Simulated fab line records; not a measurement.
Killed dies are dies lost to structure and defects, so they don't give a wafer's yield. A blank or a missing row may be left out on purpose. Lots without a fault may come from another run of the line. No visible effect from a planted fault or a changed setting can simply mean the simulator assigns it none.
Which tool is to blame? / flow sky130 / 13 lots with 39 wafers sampled at 5 steps, on a route of 708 steps

## WHAT THE GAUGES READ, wafer by wafer
SKY_FIELD_ISO_THK_MEAS_02. Usual: FIELD_ISO_OXIDATION_00_THK gives 11.98 nm (standard deviation 0.2).
lot=L785; measured=day 1 11:38; on=film-metro-03; FIELD_ISO_OXIDATION_00_THK (nm)=11.62 11.68 11.64; flag=
lot=L786; measured=day 1 18:09; on=film-metro-02; FIELD_ISO_OXIDATION_00_THK (nm)=11.72 11.70 11.70; flag=
lot=L789; measured=day 2 08:21; on=film-metro-04; FIELD_ISO_OXIDATION_00_THK (nm)=12.00 12.09 12.10; flag=
lot=L794; measured=day 3 08:38; on=film-metro-04; FIELD_ISO_OXIDATION_00_THK (nm)=12.28 12.29 12.14; flag=
lot=L797; measured=day 3 23:42; on=film-metro-04; FIELD_ISO_OXIDATION_00_THK (nm)=11.83 11.87 12.08; flag=
lot=L798; measured=day 4 05:23; on=film-metro-03; FIELD_ISO_OXIDATION_00_THK (nm)=12.29 11.83 11.93; flag=
lot=L799; measured=day 4 10:59; on=film-metro-02; FIELD_ISO_OXIDATION_00_THK (nm)=11.91 12.15 12.02; flag=
lot=L802; measured=day 5 01:04; on=film-metro-04; FIELD_ISO_OXIDATION_00_THK (nm)=11.99 11.86 11.85; flag=
lot=L804; measured=day 5 11:18; on=film-metro-04; FIELD_ISO_OXIDATION_00_THK (nm)=12.03 11.98 12.12; flag=
lot=L805; measured=day 5 16:58; on=film-metro-03; FIELD_ISO_OXIDATION_00_THK (nm)=12.05 12.11 11.74; flag=
lot=L806; measured=day 5 22:56; on=film-metro-03; FIELD_ISO_OXIDATION_00_THK (nm)=12.15 12.11 12.12; flag=
lot=L807; measured=day 6 04:16; on=film-metro-04; FIELD_ISO_OXIDATION_00_THK (nm)=11.98 12.19 12.09; flag=
lot=L808; measured=day 6 08:03; on=film-metro-03; FIELD_ISO_OXIDATION_00_THK (nm)=12.12 11.99 12.02; flag=

SKY_DNWELL_TW_MEAS_09. Usual: DNWELL_TW gives 1125 (standard deviation 9.2).
lot=L785; measured=day 3 01:47; on=film-metro-03; DNWELL_TW=1126 1125 1129; flag=
lot=L786; measured=day 3 12:27; on=film-metro-04; DNWELL_TW=1115 1109 1110; flag=
lot=L789; measured=day 4 03:05; on=film-metro-01; DNWELL_TW=1122 1125 1120; flag=
lot=L794; measured=day 5 07:20; on=film-metro-03; DNWELL_TW=1129 1134 1130; flag=
lot=L797; measured=day 5 21:19; on=film-metro-03; DNWELL_TW=1137 1137 1134; flag=
lot=L798; measured=day 6 03:47; on=film-metro-03; DNWELL_TW=1139 1135 1138; flag=
lot=L799; measured=day 6 07:14; on=film-metro-03; DNWELL_TW=1137 1139 1138; flag=
lot=L802; measured=day 7 02:02; on=film-metro-04; DNWELL_TW=1118 1115 1115; flag=
lot=L804; measured=day 7 10:56; on=film-metro-04; DNWELL_TW=1121 1114 1112; flag=
lot=L805; measured=day 7 16:19; on=film-metro-04; DNWELL_TW=1112 1117 1109; flag=
lot=L806; measured=day 7 22:56; on=film-metro-01; DNWELL_TW=1124 1125 1127; flag=
lot=L807; measured=day 8 21:31; on=film-metro-04; DNWELL_TW=1120 1120 1120; flag=
lot=L808; measured=day 8 21:20; on=film-metro-03; DNWELL_TW=1133 1134 1137; flag=

SKY_NWELL_RS_MEAS_29: the measuring method here is four-point-probe. Usual: NWELL_RS gives 624.7 ohm/sq (standard deviation 1.5).
lot=L785; measured=day 5 05:53; on=film-metro-04; NWELL_RS (ohm/sq)=594.3 592.5 594.0 594.7 593.6 593.8; flag=OFF
lot=L786; measured=day 5 18:22; on=film-metro-03; NWELL_RS (ohm/sq)=624.6 623.8 623.7; flag=
lot=L789; measured=day 6 08:01; on=film-metro-04; NWELL_RS (ohm/sq)=594.5 593.1 593.2 594.5 592.6 593.1; flag=OFF
lot=L794; measured=day 7 14:26; on=film-metro-01; NWELL_RS (ohm/sq)=594.8 595.6 594.8 595.9 595.3 595.5; flag=OFF
lot=L797; measured=day 8 07:46; on=film-metro-01; NWELL_RS (ohm/sq)=625.2 624.4 624.7; flag=
lot=L798; measured=day 8 13:14; on=film-metro-04; NWELL_RS (ohm/sq)=624.5 626.4 626.3; flag=
lot=L799; measured=day 8 17:50; on=film-metro-04; NWELL_RS (ohm/sq)=624.2 624.1 626.0; flag=
lot=L802; measured=day 9 17:05; on=film-metro-03; NWELL_RS (ohm/sq)=626.7 625.5 626.7; flag=
lot=L804; measured=day 10 02:42; on=film-metro-01; NWELL_RS (ohm/sq)=626.2 627.2 626.9; flag=
lot=L805; measured=day 10 08:20; on=film-metro-04; NWELL_RS (ohm/sq)=621.5 622.1 624.6; flag=
lot=L806; measured=day 10 15:59; on=film-metro-03; NWELL_RS (ohm/sq)=624.9 623.4 625.5; flag=
lot=L807; measured=day 11 18:10; on=film-metro-01; NWELL_RS (ohm/sq)=625.3 624.9 622.9; flag=
lot=L808; measured=day 11 17:49; on=film-metro-03; NWELL_RS (ohm/sq)=624.4 625.8 624.7; flag=

## EACH LOT AND THE TOOL THAT RAN IT (in order: tool; ch and the chambers of the sampled wafers; start)
lot=L785; SKY_NWELL_IMPLANT_12=implanter-04 ch 0, day 4 12:17; SKY_NWELL_STRIP_14=plasma-asher-03 ch 0,1, day 4 13:04
lot=L786; SKY_NWELL_IMPLANT_12=implanter-04 ch 0, day 4 23:06; SKY_NWELL_STRIP_14=plasma-asher-02 ch 0,1, day 4 23:21
lot=L789; SKY_NWELL_IMPLANT_12=implanter-02 ch 0, day 5 13:46; SKY_NWELL_STRIP_14=plasma-asher-02 ch 0,1, day 5 14:22
lot=L794; SKY_NWELL_IMPLANT_12=implanter-02 ch 0, day 6 19:24; SKY_NWELL_STRIP_14=plasma-asher-01 ch 0,1, day 6 20:01
lot=L797; SKY_NWELL_IMPLANT_12=implanter-03 ch 0, day 7 10:10; SKY_NWELL_STRIP_14=plasma-asher-01 ch 0,1, day 7 10:28
lot=L798; SKY_NWELL_IMPLANT_12=implanter-04 ch 0, day 7 16:35; SKY_NWELL_STRIP_14=plasma-asher-03 ch 0,1, day 7 16:52
lot=L799; SKY_NWELL_IMPLANT_12=implanter-04 ch 0, day 7 21:00; SKY_NWELL_STRIP_14=plasma-asher-03 ch 0, day 7 21:16
lot=L802; SKY_NWELL_IMPLANT_12=implanter-03 ch 0, day 8 18:26; SKY_NWELL_STRIP_14=plasma-asher-02 ch 0,1, day 8 18:42
lot=L804; SKY_NWELL_IMPLANT_12=implanter-03 ch 0, day 9 04:53; SKY_NWELL_STRIP_14=plasma-asher-03 ch 0,1, day 9 05:09
lot=L805; SKY_NWELL_IMPLANT_12=implanter-04 ch 0, day 9 09:36; SKY_NWELL_STRIP_14=plasma-asher-02 ch 0,1, day 9 09:54
lot=L806; SKY_NWELL_IMPLANT_12=implanter-04 ch 0, day 9 16:46; SKY_NWELL_STRIP_14=plasma-asher-02 ch 0,1, day 9 17:04
lot=L807; SKY_NWELL_IMPLANT_12=implanter-03 ch 0, day 10 17:28; SKY_NWELL_STRIP_14=plasma-asher-02 ch 0,1, day 10 17:46
lot=L808; SKY_NWELL_IMPLANT_12=implanter-02 ch 0, day 10 17:06; SKY_NWELL_STRIP_14=plasma-asher-03 ch 0,1, day 10 17:24
- SKY_NWELL_IMPLANT_12
- SKY_NWELL_STRIP_14: strips in O2/N2.

## AS READ BY THE TOOLS THEMSELVES (means over the sampled wafers that have a number; for cases with no such wafer, the mark the record gives instead)
SKY_NWELL_STRIP_14. Usual: drypump-motor-current-A 6.0 A, standard deviation 0.34; o2-flow-sccm 3001 sccm, standard deviation 8.8; oes-product-au 0.722 a.u., standard deviation 0.0045; strip-time-to-endpoint-s 36.96 s, standard deviation 0.1.
lot=L785; tool=plasma-asher-03; drypump-motor-current-A (A)=6.1; o2-flow-sccm (sccm)=2992; oes-product-au (a.u.)=0.723; strip-time-to-endpoint-s (s)=36.81; flag=
lot=L786; tool=plasma-asher-02; drypump-motor-current-A (A)=6.2; o2-flow-sccm (sccm)=3002; oes-product-au (a.u.)=0.722; strip-time-to-endpoint-s (s)=36.79; flag=
lot=L789; tool=plasma-asher-02; drypump-motor-current-A (A)=6.2; o2-flow-sccm (sccm)=3003; oes-product-au (a.u.)=0.719; strip-time-to-endpoint-s (s)=36.99; flag=
lot=L794; tool=plasma-asher-01; drypump-motor-current-A (A)=6.1; o2-flow-sccm (sccm)=3002; oes-product-au (a.u.)=0.725; strip-time-to-endpoint-s (s)=36.82; flag=
lot=L797; tool=plasma-asher-01; drypump-motor-current-A (A)=5.8; o2-flow-sccm (sccm)=2996; oes-product-au (a.u.)=0.727; strip-time-to-endpoint-s (s)=36.94; flag=
lot=L798; tool=plasma-asher-03; drypump-motor-current-A (A)=6.1; o2-flow-sccm (sccm)=3004; oes-product-au (a.u.)=0.725; strip-time-to-endpoint-s (s)=37.01; flag=
lot=L799; tool=plasma-asher-03; drypump-motor-current-A (A)=5.5; o2-flow-sccm (sccm)=2991; oes-product-au (a.u.)=0.723; strip-time-to-endpoint-s (s)=36.91; flag=
lot=L802; tool=plasma-asher-02; drypump-motor-current-A (A)=6.1; o2-flow-sccm (sccm)=3002; oes-product-au (a.u.)=0.722; strip-time-to-endpoint-s (s)=37.04; flag=
lot=L804; tool=plasma-asher-03; drypump-motor-current-A (A)=5.8; o2-flow-sccm (sccm)=3008; oes-product-au (a.u.)=0.720; strip-time-to-endpoint-s (s)=36.96; flag=
lot=L805; tool=plasma-asher-02; drypump-motor-current-A (A)=6.2; o2-flow-sccm (sccm)=2997; oes-product-au (a.u.)=0.720; strip-time-to-endpoint-s (s)=36.91; flag=
lot=L806; tool=plasma-asher-02; drypump-motor-current-A (A)=6.1; o2-flow-sccm (sccm)=3007; oes-product-au (a.u.)=0.724; strip-time-to-endpoint-s (s)=36.98; flag=
lot=L807; tool=plasma-asher-02; drypump-motor-current-A (A)=6.2; o2-flow-sccm (sccm)=2998; oes-product-au (a.u.)=0.720; strip-time-to-endpoint-s (s)=37.09; flag=
lot=L808; tool=plasma-asher-03; drypump-motor-current-A (A)=6.1; o2-flow-sccm (sccm)=3004; oes-product-au (a.u.)=0.725; strip-time-to-endpoint-s (s)=36.96; flag=

## THE ANSWER, worked out from the rows above alone
Rule: a lot counts as off when the mean over its wafers that have a number is more than 3 standard deviations away from the usual mean. A lot without any number at a reading at which 4 lots or more have one is off too. Any other lot the step has rows for is counted as sound. After the gauges, taken in route order, come the tools' own readings; for these a lot's mean is taken, as printed above. The first step at which some lot is off is used, and at that step the reading that is off furthest; a lot without a number counts as furthest.
Off: at SKY_NWELL_RS_MEAS_29 (NWELL_RS), L785, L789, L794.
If a tool, at a process step before that reading, ran all the lots that are off and no sound lot after the first of them, it fits. Those tools and the gauges at SKY_NWELL_RS_MEAS_29 are tried in the same way. No candidate that was tried fits.

## WHAT WAS PUT IN BY THE SIMULATOR
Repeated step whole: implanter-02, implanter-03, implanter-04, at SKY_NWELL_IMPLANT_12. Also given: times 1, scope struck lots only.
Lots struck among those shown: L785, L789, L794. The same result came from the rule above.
